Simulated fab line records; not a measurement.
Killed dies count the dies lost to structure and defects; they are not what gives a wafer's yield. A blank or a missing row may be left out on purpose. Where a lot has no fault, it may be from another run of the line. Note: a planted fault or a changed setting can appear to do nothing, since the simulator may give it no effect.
Matching of chambers	flow gf180mcu	4 sister chambers for GF_V3_ETCH_16 on rie diel-03
The step etches BARC in N2/H2. 8 wafers are shown with their chamber, then 6 later ones without.

## WAFERS PAIRED WITH THEIR CHAMBERS
wafer	chamber	drypump motor current A (A)	oes product au (a.u.)
L402.1	1	5.4	0.852
L403.1	2	5.6	0.854
L403.4	1	5.4	0.859
L408.1	0	6.2	0.855
L408.2	3	6.1	0.860
L408.3	2	5.6	0.857
L415.1	0	6.1	0.857
L415.2	3	6.1	0.860

## WAFERS WITHOUT THEIR CHAMBER
wafer	drypump motor current A (A)	oes product au (a.u.)
L415.6	5.6	0.849
L416.1	5.4	0.850
L417.3	5.3	0.851
L417.4	5.6	0.860
L419.1	6.1	0.854
L419.4	5.6	0.861

## WHICH CHAMBER EACH ONE RAN IN
wafer	from the rows above	in truth
L415.6	2	2
L416.1	1	1
L417.3	1	1
L417.4	2	2
L419.1	can't be placed: 0 or 3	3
L419.4	2	2
Placed correctly: 5 of 6. These rows do not allow placing 1 (true chamber among the candidates in 1). Number placed wrongly: 0.
How it was worked out, from the rows above alone: a wafer's distance from a chamber is the root of the sum, over the readings, of the square of ((its reading less the chamber's mean) divided by the reading's scatter). The wafer belongs to the nearest chamber; if the next one is less than 2 further off, it can't be placed. A chamber's mean is the mean of its shown wafers. The scatter: take each reading less its chamber's mean, square it, sum over the shown wafers, divide by the number of wafers less the number of chambers, and take the root.
